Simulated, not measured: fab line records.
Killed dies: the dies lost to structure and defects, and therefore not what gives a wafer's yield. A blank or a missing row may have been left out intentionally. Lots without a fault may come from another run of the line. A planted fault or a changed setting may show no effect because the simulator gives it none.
A single fault, viewed from 2 desks + flow gf180mcu + each desk has only its own numbers; what lay behind them comes last

## FOR THE TOOL OWNER'S DESK: pvd_sputter-02
At GF_CONTACT_SPUTTER_23 (material TiN, target thk 10 nm, time 40 s) the tool's own readings: per lot run on this tool, the mean of the sampled wafers that have a number. If a lot's mean is further than 4 standard deviations from the usual mean, the lot is out of limits and carries the mark OUT (the distance appears in the brackets).
Columns: A = throttle_valve_pct at GF_CONTACT_SPUTTER_23, usual 30.0 %
| lot  | first seen here | A    |
|------|-----------------|------|
| L305 | day 18 22:18    | 29.9 |
| L306 | day 19 06:32    | 29.5 |
| L319 | day 23 16:09    | 29.1 |
Finding of this desk: none of the 3 lots has anything out of limits.

## AT THE METROLOGY DESK
What the gauges read for every lot (on any tool): the sampled wafers with a number, averaged. If a lot's mean is further than 4 standard deviations from the usual mean, the lot is out of limits and carries the mark OUT (the distance appears in the brackets).
Columns: A = cd_nm at GF_CONTACT_CD_MEAS_14, usual 219.8 nm; B = CONTACT_OVL at GF_CONTACT_OVL_MEAS_15, usual -1 nm
| lot  | first seen here | A     | B   |
|------|-----------------|-------|-----|
| L300 | day 17 02:55    | 218.9 | -10 |
| L305 | day 18 21:37    | 220.0 | -11 |
| L304 | day 18 21:57    | 221.5 | 4   |
| L306 | day 19 05:52    | 219.0 | -6  |
| L316 | day 22 12:27    | 221.5 | -3  |
| L319 | day 23 15:29    | 219.5 | -9  |
Finding of this desk: none of the 6 lots has anything out of limits.

## TAKEN TOGETHER
Nothing out of limits was seen by the tool owner's desk.
The metrology desk saw nothing out of limits.

## WHAT THE SIMULATOR PUT IN
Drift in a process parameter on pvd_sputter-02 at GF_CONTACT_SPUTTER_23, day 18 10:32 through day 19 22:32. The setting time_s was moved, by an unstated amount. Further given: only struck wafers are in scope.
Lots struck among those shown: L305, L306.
